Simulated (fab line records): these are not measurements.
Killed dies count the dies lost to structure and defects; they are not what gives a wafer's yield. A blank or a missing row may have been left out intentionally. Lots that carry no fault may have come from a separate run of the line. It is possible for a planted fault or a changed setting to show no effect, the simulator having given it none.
Which tool is to blame? / flow gf180mcu / 18 wafers from 6 lots sampled at 4 of the route's 602 steps

## WHAT THE GAUGES SHOWED, per wafer
GF_PASSIVATION_THK_MEAS_03.
lot=L148; measured=day 28 16:23; on=film-metro-04; PASSIVATION_CVD_02_THK (nm)=691 713 714
lot=L150; measured=day 29 08:34; on=film-metro-02; PASSIVATION_CVD_02_THK (nm)=698 698 697
lot=L154; measured=day 30 11:20; on=film-metro-02; PASSIVATION_CVD_02_THK (nm)=705 697 713
lot=L162; measured=day 32 10:49; on=film-metro-02; PASSIVATION_CVD_02_THK (nm)=690 713 699
lot=L166; measured=day 33 14:37; on=film-metro-04; PASSIVATION_CVD_02_THK (nm)=685 678 687
lot=L168; measured=day 33 20:52; on=film-metro-04; PASSIVATION_CVD_02_THK (nm)=696 693 692

## EACH LOT AND THE TOOL THAT RAN IT (in order: tool; ch and the chambers of the sampled wafers; start)
lot=L148; GF_V5_CVD_23=cvd-w-01 ch 0,1, day 27 18:32; GF_TOP_METAL_SPUTTER_04=pvd-sputter-02, day 27 19:18; GF_PASSIVATION_CVD_02=pecvd-03 ch 0,1,2, day 28 16:04
lot=L150; GF_V5_CVD_23=cvd-w-01 ch 0,1, day 28 11:14; GF_TOP_METAL_SPUTTER_04=pvd-sputter-02, day 28 12:01; GF_PASSIVATION_CVD_02=pecvd-01 ch 1,2, day 29 08:16
lot=L154; GF_V5_CVD_23=cvd-w-01 ch 0, day 29 14:10; GF_TOP_METAL_SPUTTER_04=pvd-sputter-02, day 29 14:56; GF_PASSIVATION_CVD_02=pecvd-02 ch 0,1,2, day 30 11:03
lot=L162; GF_V5_CVD_23=cvd-w-02 ch 0,1, day 31 16:28; GF_TOP_METAL_SPUTTER_04=pvd-sputter-04, day 31 17:14; GF_PASSIVATION_CVD_02=pecvd-03 ch 0,2, day 32 10:31
lot=L166; GF_V5_CVD_23=cvd-w-01 ch 0,1, day 32 20:38; GF_TOP_METAL_SPUTTER_04=pvd-sputter-04, day 32 21:25; GF_PASSIVATION_CVD_02=pecvd-03 ch 0,1, day 33 14:11
lot=L168; GF_V5_CVD_23=cvd-w-01 ch 1, day 33 03:11; GF_TOP_METAL_SPUTTER_04=pvd-sputter-04, day 33 03:58; GF_PASSIVATION_CVD_02=pecvd-03 ch 0,1, day 33 20:26
- GF_V5_CVD_23: deposits W, target thk 350 nm, time 104.9 s.
- GF_TOP_METAL_SPUTTER_04: material TiN, target thk 25 nm, time 20.8 s.
- GF_PASSIVATION_CVD_02: deposits Si3N4, target thk 700 nm, time 486.18 s.

## THE ANSWER, worked out from the rows above alone
Rule: the lots themselves supply what counts as usual. The widest of any qualifying gaps counts: lots, ordered by their means at a reading, are off when they make up no more than a third of the lots, leave a main group of 4 or more, and stand apart from it by 3 or more times the standard deviation of that group's means. The tables above print the reading to a certain number of digits; a main group whose means all agree to those digits is not used. Also off: a lot with no number at a reading for which 4 or more lots have one. Where the step has rows for the other lots, those lots are counted as sound.
Nothing can be told from this: no lot is off at any reading shown.

## WHAT WAS PUT IN BY THE SIMULATOR
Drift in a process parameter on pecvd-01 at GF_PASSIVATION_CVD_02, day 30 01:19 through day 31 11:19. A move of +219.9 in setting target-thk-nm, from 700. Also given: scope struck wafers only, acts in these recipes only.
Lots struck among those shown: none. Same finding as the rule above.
